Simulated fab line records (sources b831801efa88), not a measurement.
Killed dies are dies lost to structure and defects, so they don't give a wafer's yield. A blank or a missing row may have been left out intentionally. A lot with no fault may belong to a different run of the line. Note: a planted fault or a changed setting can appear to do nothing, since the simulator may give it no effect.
fab line records ; flow sfq-line
record lots=14; wafers=42; last-day=88
route steps=325 shown L0@14 M1@66 JJ@193
lots that met no fault: taken from a fault-free run of the same line
start-h: start of the lot's first displayed wafer, in hours after the record's first day ; wait-h: hours from the lot's prior step to this one ; " unchanged from the row above ; L1.1+2: a single row standing in for several wafers ; - no value, or no start was given ; * or withheld: withheld ; < > ~ a bound
route shown NAME@n: a module of which the file shows steps, and the number in the route of the first ; usual: average and standard deviation across the fault-free wafers ; same: alike in all rows ; chamber/n: place in a boat ; sites: the reading at each site ; _std_site: standard deviation across them ; _edge_site: the outer-site mean with the inner-site mean subtracted ; radius-mm: for every site, how far away it sits from the centre of the wafer ; mask NAME#n: copy n ; behind: the most recent tool/chamber to have shaped the wafer ; hold: cause of the lot's hold/its duration in hours/its outcome ; device: which transistor (n, p or np) failed to switch ; end of line: the same wafers' tests at the end of the route ; a step without rows: its recipe alone ; killed: dies lost to structure and defects at the first sort, not the wafer's yield ; map: a wafer's dies, x killed, . not, _ none there
set.NAME: the setting the step ran with; set.NAME@STEP: the setting that earlier step ran with ; model.NAME: the simulator's own value behind a step, which no gauge read
a sample of lots followed through the steps of the route, with each step as a table and each wafer as a row
services: when a tool's chamber went out of use (start-h, in hours from the record's first day, below 0 if earlier), for how many hours, and the reason
## steps
# step SFQ_TRILAYER_L0_STRIP_STRIP_009
# recipe gas=O2; power-w=200; platen-temp-c=40; overash-fraction=0.65; chemistry=O2; pressure-mtorr=50
# usual chamber-pressure-mTorr=50.00/0.045; drypump-motor-current-A=5.90/0.29; oes-product-au=1.000/0.0075
lot.wafer;tool;chamber;start-h;wait-h;chamber-pressure-mTorr;drypump-motor-current-A;oes-product-au;rf-hours-counter-h
L145.1;rie-metal-01;1;90.02;0.0;50.03;5.62;1.002;26
L145.3;rie-metal-01;0;90.02;0.0;49.94;5.59;0.986;-
L145.5;rie-metal-01;1;90.02;0.0;50.01;5.61;0.996;-
L146.3;rie-metal-01;1;96.22;0.2;49.96;5.60;1.008;-
L146.5;rie-metal-01;0;96.22;0.2;49.98;5.58;0.996;-
L146.6;rie-metal-01;1;96.22;0.2;50.00;5.63;0.994;-
L148.1;rie-metal-01;0;107.52;0.0;50.03;5.58;0.992;109
L148.2;rie-metal-01;1;107.52;0.0;50.06;5.61;1.000;30
L148.3;rie-metal-01;0;107.52;0.0;49.96;5.59;0.990;-
L150.1;rie-metal-04;1;118.32;0.0;49.98;5.94;1.006;23
L150.3;rie-metal-04;1;118.32;0.0;50.05;5.94;1.002;-
L150.5;rie-metal-04;1;118.32;0.0;50.03;5.93;0.993;-
L151.1;rie-metal-03;1;121.92;0.0;50.05;6.04;1.006;16
L151.2;rie-metal-03;0;121.92;0.0;49.94;6.39;1.001;91
L151.6;rie-metal-03;1;121.92;0.0;50.01;6.02;0.999;-
L152.1;rie-metal-01;1;128.96;0.0;50.03;5.61;1.014;33
L152.3;rie-metal-01;1;128.96;0.0;49.99;5.61;0.997;-
L152.5;rie-metal-01;0;128.96;0.0;50.10;5.57;1.013;-
L154.1;rie-metal-04;0;139.76;0.0;50.08;5.81;0.987;40
L154.5;rie-metal-04;0;139.76;0.0;49.92;5.78;0.999;-
L154.6;rie-metal-04;1;139.76;0.0;50.01;5.92;1.000;-
L157.1;rie-metal-01;1;150.56;0.0;49.92;5.60;1.001;36
L157.2;rie-metal-01;0;150.56;0.0;50.04;5.60;1.012;115
L157.3;rie-metal-01;0;150.56;0.0;50.04;5.59;1.014;-
L159.1;rie-metal-01;0;164.75;0.0;49.90;5.58;1.001;117
L159.2;rie-metal-01;1;164.75;0.0;50.05;5.61;1.006;38
L159.4;rie-metal-01;1;164.75;0.0;50.07;5.60;1.001;-
L161.1;rie-metal-03;1;176.75;0.0;49.96;6.03;0.998;23
L161.2;rie-metal-03;0;176.75;0.0;50.00;6.44;0.992;99
L161.4;rie-metal-03;1;176.75;0.0;49.99;6.02;0.999;-
L162.2;rie-metal-03;1;186.27;0.0;49.97;6.02;1.008;25
L162.3;rie-metal-03;0;186.27;0.0;50.09;6.45;1.006;-
L162.6;rie-metal-03;0;186.27;0.0;50.01;6.43;1.000;-
L163.3;rie-metal-04;1;193.67;0.2;50.05;5.91;0.999;-
L163.5;rie-metal-04;0;193.67;0.2;50.04;5.80;1.007;-
L163.6;rie-metal-04;1;193.67;0.2;49.97;5.92;0.997;-
L166.1;rie-metal-01;0;219.79;0.0;50.02;5.60;0.999;126
L166.2;rie-metal-01;1;219.79;0.0;50.02;5.62;0.998;47
L166.4;rie-metal-01;0;219.79;0.0;49.99;5.58;0.988;-
L167.1;rie-metal-04;0;226.99;0.0;50.07;5.79;1.013;55
L167.2;rie-metal-04;1;226.99;0.0;50.02;5.94;1.003;42
L167.5;rie-metal-04;0;226.99;0.0;49.95;5.78;1.006;-
# step SFQ_TRILAYER_M1_LITHO_PEB_042
# recipe peb-temp-c=115; peb-time-s=60; resist=KrF
# usual chill-plate-temp-C=23.00/0.12; exhaust-pa=45.0/0.9
lot.wafer;tool;chamber;start-h;wait-h;chill-plate-temp-C;exhaust-pa
L145.1;litho-track-04;0;558.28;1.0;23.11;44.7
L145.3;litho-track-04;0;558.28;1.0;23.01;45.4
L145.5;litho-track-04;0;558.28;1.0;23.09;45.2
L146.3;litho-track-03;0;574.05;0.7;22.90;44.7
L146.5;litho-track-03;0;574.05;0.7;22.84;44.9
L146.6;litho-track-03;0;574.05;0.7;22.93;44.9
L148.1;litho-track-01;0;598.48;1.0;23.02;43.4
L148.2;litho-track-01;0;598.48;1.0;23.05;44.4
L148.3;litho-track-01;0;598.48;1.0;22.91;44.6
L150.1;litho-track-03;0;614.08;1.0;23.13;45.5
L150.3;litho-track-03;0;614.08;1.0;23.09;45.7
L150.5;litho-track-03;0;614.08;1.0;22.84;43.5
L151.1;litho-track-03;-;629.00;1.0;-;-
L151.2;litho-track-03;-;629.00;1.0;-;-
L151.6;litho-track-03;-;629.00;1.0;-;-
L152.1;litho-track-03;-;640.60;1.0;-;-
L152.3;litho-track-03;-;640.60;1.0;-;-
L152.5;litho-track-03;-;640.60;1.0;-;-
L154.1;litho-track-03;0;646.60;1.0;22.94;46.4
L154.5;litho-track-03;0;646.60;1.0;23.06;44.8
L154.6;litho-track-03;0;646.60;1.0;22.94;46.0
L157.1;litho-track-04;0;677.06;1.0;22.89;46.3
L157.2;litho-track-04;0;677.06;1.0;23.03;45.2
L157.3;litho-track-04;0;677.06;1.0;22.95;44.0
L159.1;litho-track-03;0;691.46;1.0;22.94;45.4
L159.2;litho-track-03;0;691.46;1.0;22.99;46.3
L159.4;litho-track-03;0;691.46;1.0;23.09;44.6
L161.1;litho-track-04;0;703.46;1.0;23.10;45.6
L161.2;litho-track-04;0;703.46;1.0;22.91;45.4
L161.4;litho-track-04;0;703.46;1.0;22.86;44.7
L162.2;litho-track-03;0;726.41;0.8;22.90;45.1
L162.3;litho-track-03;0;726.41;0.8;22.87;46.0
L162.6;litho-track-03;0;726.41;0.8;23.01;46.4
L163.3;litho-track-03;0;736.03;0.7;23.05;46.0
L163.5;litho-track-03;0;736.03;0.7;22.96;46.9
L163.6;litho-track-03;0;736.03;0.7;23.02;45.4
L166.1;litho-track-03;0;770.78;1.0;23.07;45.1
L166.2;litho-track-03;0;770.78;1.0;23.01;45.0
L166.4;litho-track-03;0;770.78;1.0;22.96;43.5
L167.1;litho-track-01;0;779.18;1.0;23.16;44.7
L167.2;litho-track-01;0;779.18;1.0;23.06;44.5
L167.5;litho-track-01;0;779.18;1.0;23.11;46.1
# step SFQ_M1_OVL_MEAS_911
# usual M1_OVL=-1/6.9
lot.wafer;tool;chamber;start-h;wait-h;M1_OVL[nm]
L145.1;overlay-01;-;558.58;0.1;5
L145.3;overlay-01;-;558.58;0.1;3
L145.5;overlay-01;-;558.58;0.1;8
L146.3;overlay-02;-;574.31;0.1;1
L146.5;overlay-02;-;574.31;0.1;4
L146.6;overlay-02;-;574.31;0.1;4
L148.1;overlay-01;-;598.78;0.1;-4
L148.2;overlay-01;-;598.78;0.1;0
L148.3;overlay-01;-;598.78;0.1;-5
L150.1;overlay-02;-;614.38;0.1;6
L150.3;overlay-02;-;614.38;0.1;4
L150.5;overlay-02;-;614.38;0.1;13
L151.1;overlay-01;-;629.30;0.1;-
L151.2;overlay-01;-;629.30;0.1;-
L151.6;overlay-01;-;629.30;0.1;-
L152.1;overlay-02;-;640.90;0.1;-
L152.3;overlay-02;-;640.90;0.1;-
L152.5;overlay-02;-;640.90;0.1;-
L154.1;overlay-01;-;646.90;0.1;-5
L154.5;overlay-01;-;646.90;0.1;-1
L154.6;overlay-01;-;646.90;0.1;-2
L157.1;overlay-01;-;677.36;0.1;-10
L157.2;overlay-01;-;677.36;0.1;-3
L157.3;overlay-01;-;677.36;0.1;-3
L159.1;overlay-02;-;691.76;0.1;3
L159.2;overlay-02;-;691.76;0.1;3
L159.4;overlay-02;-;691.76;0.1;10
L161.1;overlay-01;-;703.76;0.1;-1
L161.2;overlay-01;-;703.76;0.1;-10
L161.4;overlay-01;-;703.76;0.1;-4
L162.2;overlay-01;-;726.69;0.1;0
L162.3;overlay-01;-;726.69;0.1;1
L162.6;overlay-01;-;726.69;0.1;4
L163.3;overlay-01;-;736.29;0.1;-6
L163.5;overlay-01;-;736.29;0.1;0
L163.6;overlay-01;-;736.29;0.1;-5
L166.1;overlay-01;-;771.08;0.1;1
L166.2;overlay-01;-;771.08;0.1;0
L166.4;overlay-01;-;771.08;0.1;-4
L167.1;overlay-02;-;779.48;0.1;-3
L167.2;overlay-02;-;779.48;0.1;3
L167.5;overlay-02;-;779.48;0.1;2
# step SFQ_TRILAYER_JJ_CE_BARC_OPEN_RIE_150
# recipe mask-material=PR; chemistry=O2; target-depth-nm=240; target=BARC; icp-w=600; bias-w=80; pressure-mtorr=10; time-s=80
# usual chamber-pressure-mTorr=10.001/0.0085; drypump-motor-current-A=5.84/0.26; oes-product-au=0.538/0.0045
# same time-s=80
lot.wafer;tool;chamber;start-h;wait-h;chamber-pressure-mTorr;drypump-motor-current-A;oes-product-au;rf-hours-counter-h
L145.1;rie-metal-01;1;1304.18;1.0;10.004;5.62;0.544;63
L145.3;rie-metal-01;1;1304.18;1.0;10.012;5.63;0.542;-
L145.5;rie-metal-01;1;1304.18;1.0;9.994;5.61;0.542;-
L146.3;rie-metal-03;0;1305.39;0.6;10.004;6.43;0.545;-
L146.5;rie-metal-03;1;1305.39;0.6;10.016;6.03;0.534;-
L146.6;rie-metal-03;0;1305.39;0.6;10.009;6.40;0.538;-
L148.1;rie-metal-03;1;1307.76;1.0;9.994;6.02;0.545;47
L148.2;rie-metal-03;0;1307.76;1.0;10.008;6.44;0.541;107
L148.3;rie-metal-03;1;1307.76;1.0;9.993;6.02;0.531;-
L150.1;rie-metal-04;0;1423.03;1.0;10.005;5.82;0.537;88
L150.3;rie-metal-04;1;1423.03;1.0;10.012;5.94;0.540;-
L150.5;rie-metal-04;1;1423.03;1.0;10.016;5.93;0.544;-
L151.1;rie-metal-04;0;1426.63;1.0;10.002;5.80;0.538;88
L151.2;rie-metal-04;1;1426.63;1.0;9.999;5.91;0.538;78
L151.6;rie-metal-04;1;1426.63;1.0;9.999;5.90;0.535;-
L152.1;rie-metal-04;0;1429.03;1.0;10.001;5.77;0.546;88
L152.3;rie-metal-04;0;1429.03;1.0;9.998;5.78;0.543;-
L152.5;rie-metal-04;0;1429.03;1.0;10.001;5.77;0.530;-
L154.1;rie-metal-04;1;1435.03;1.0;9.998;5.94;0.540;79
L154.5;rie-metal-04;0;1435.03;1.0;10.008;5.78;0.537;-
L154.6;rie-metal-04;1;1435.03;1.0;9.998;5.95;0.537;-
L157.1;rie-metal-01;0;1443.43;1.0;9.999;5.59;0.536;141
L157.2;rie-metal-01;1;1443.43;1.0;9.996;5.60;0.540;83
L157.3;rie-metal-01;0;1443.43;1.0;10.014;5.59;0.537;-
L159.1;rie-metal-04;0;1451.83;1.0;10.013;5.81;0.538;93
L159.2;rie-metal-04;1;1451.83;1.0;9.984;5.95;0.534;82
L159.4;rie-metal-04;1;1451.83;1.0;10.009;5.92;0.540;-
L161.1;rie-metal-04;0;1459.15;1.0;9.984;5.79;0.530;94
L161.2;rie-metal-04;1;1459.15;1.0;9.999;5.92;0.544;84
L161.4;rie-metal-04;0;1459.15;1.0;9.993;5.77;0.538;-
L162.2;rie-metal-01;1;1500.83;0.8;9.998;5.62;0.541;93
L162.3;rie-metal-01;1;1500.83;0.8;9.992;5.63;0.528;-
L162.6;rie-metal-01;0;1500.83;0.8;9.992;5.58;0.536;-
L163.3;rie-metal-01;0;1527.54;0.6;10.012;5.58;0.545;-
L163.5;rie-metal-01;1;1527.54;0.6;10.012;5.62;0.535;-
L163.6;rie-metal-01;0;1527.54;0.6;10.001;5.58;0.539;-
L166.1;rie-metal-03;0;1557.35;1.0;9.993;6.50;0.535;6
L166.2;rie-metal-03;1;1557.35;1.0;9.992;6.04;0.539;78
L166.4;rie-metal-03;0;1557.35;1.0;10.011;6.50;0.526;-
L167.1;rie-metal-03;0;1776.70;1.0;10.006;6.45;0.546;32
L167.2;rie-metal-03;1;1776.70;1.0;10.001;6.02;0.538;99
L167.5;rie-metal-03;1;1776.70;1.0;9.991;6.01;0.534;-
## services
tool;chamber;start-h;hours;kind
rie-metal-04;-;245.40;15.6;pm
rie-metal-01;-;247.88;2.8;pm
rie-metal-04;-;363.64;0.2;repair
rie-metal-04;0;473.65;6.4;repair
rie-metal-04;-;623.98;1.4;pm
rie-metal-04;0;793.62;7.3;repair
rie-metal-04;-;828.27;1.7;repair
rie-metal-01;-;829.27;0.5;repair
rie-metal-01;1;847.35;1.7;repair
rie-metal-04;1;861.26;5.8;repair
rie-metal-04;-;915.31;2.8;pm
rie-metal-01;-;1049.94;0.4;repair
rie-metal-04;1;1059.76;7.1;repair
rie-metal-04;-;1082.37;1.4;repair
rie-metal-01;0;1168.97;6.5;repair
rie-metal-01;1;1244.02;14.1;repair
rie-metal-04;1;1246.41;6.7;repair
rie-metal-01;-;1348.45;2.8;pm
rie-metal-04;-;1391.62;0.8;repair
rie-metal-01;-;1396.64;14.6;pm
rie-metal-01;-;1608.60;0.2;repair
rie-metal-04;0;1660.49;6.5;repair
rie-metal-04;1;1662.43;19.2;repair
rie-metal-04;-;1695.41;1.2;repair
## key
first-sign step=SFQ_TRILAYER_M1_LITHO_PEB_042; reading=tool-record; direction=missing
effect none on later readings
met-at SFQ_TRILAYER_M1_LITHO_PEB_042
struck-lots L151,L152
not-acting-at SFQ_TRILAYER_L0_STRIP_STRIP_009,SFQ_M1_OVL_MEAS_911,SFQ_TRILAYER_JJ_CE_BARC_OPEN_RIE_150
onset-between 614.08 629.00
fault kind=skipped-step-whole; tool=litho-track-03; chamber=-; onset-h=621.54; steps=SFQ_TRILAYER_M1_LITHO_PEB_042; scope=struck-lots-only
